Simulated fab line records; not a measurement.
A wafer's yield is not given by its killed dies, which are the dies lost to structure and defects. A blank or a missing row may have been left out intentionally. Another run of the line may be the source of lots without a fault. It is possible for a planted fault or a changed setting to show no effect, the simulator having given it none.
Code-filled problem report in 8D (eight disciplines) form | flow gf180mcu | the parts of the form that need people (team, actions taken, sign-off) are left out

== 1. PROBLEM STATEMENT ==
Wafers without a fault read 97.9 s, standard deviation 0.59; runLengthS at GF_POLY_GATE_ETCH_13 reads a mean of 94.2 s on 2 wafers belonging to 2 lots. That is -6.3 standard deviations from the usual mean.
The step: etches poly-Si in HBr/Cl2, stops on SiO2, target depth 198.5 nm, time 69.6 s.
The first sign was on wafer L247.2 at day 12 14:57, on rieSi-01. Wafers with a number at this step in the record: 41, from 14 lots. Rule for "out" (also "out of limits"): further than 4 standard deviations from the usual mean. Any other wafer with a number is counted as sound.

== 2. WHAT IT IS AND WHAT IT IS NOT ==
question                    | is                | is not
which readings at this step | runLengthS        | drypumpMotorCurrentA, throttleValvePct
which lots                  | L247, L250        | L238, L239, L240, L241, L242, L243, L245, L246, L258, L259, L260, L261
which wafers of those lots  | L247.2, L250.2    | L247.3, L250.1, L250.4
read on which tools         | rieSi-01          | rieSi-02
when                        | from day 12 14:57 | up to then (25 sound wafers); but 14 sound wafers of L250, L258, L259, L260, L261 came after

== 3. THE SUSPECTS, EACH WITH WHAT RULES IT OUT ==
Counting: if a tool at a process step up to the reading ran every lot that is out, it stays a suspect. Sound lots after the first of them don't rule it out here, since some wafers of a struck lot are sound.
- rieSi-01 at GF_POLY_GATE_ETCH_13 (etches poly-Si in HBr/Cl2, stops on SiO2, target depth 198.5 nm, time 69.6 s): kept. It ran every lot that is out, first L247 (day 12 14:57); its last sound lot up to then is L245 (day 11 13:52). Out on those wafers are its own readings of runLengthS.
After counting, what remains is rieSi-01 at GF_POLY_GATE_ETCH_13.

== 4. THE CAUSE (what the simulator had put in) ==
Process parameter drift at GF_POLY_GATE_ETCH_13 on rieSi-01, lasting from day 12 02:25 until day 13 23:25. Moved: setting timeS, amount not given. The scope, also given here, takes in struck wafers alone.
After counting, this tool was the only one left.

== 5. SEQUENCE OF EFFECTS, ordered by route ==
Each row: a reading where the mean over the struck wafers with a number is more than 3 standard deviations away from the usual. Readings are gone through only where the record gives a usual standard deviation; hours: the median, over the lots, of the time from a lot's start at the first step in this table giving one to that lot's start at this step; sigmas: the change measured in usual standard deviations.
hours | step                 | reading    | usual  | on struck wafers | change | sigmas
0     | GF_POLY_GATE_ETCH_13 | runLengthS | 97.9 s | 94.2             | -3.7   | -6.3
Here are the process steps it includes:
- GF_POLY_GATE_ETCH_13: etches poly-Si in HBr/Cl2, stops on SiO2, target depth 198.5 nm, time 69.6 s.
Later measuring or inspecting steps at which every struck wafer that the step has a row for has a number for every such reading, and none has moved that far: GF_HV_LDD_THK_MEAS_55.

== 6. HOW IT WOULD HAVE BEEN CAUGHT EARLIER ==
First out-of-limits reading in this record: day 12 14:57, which is 13 hours after fault onset at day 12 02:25.
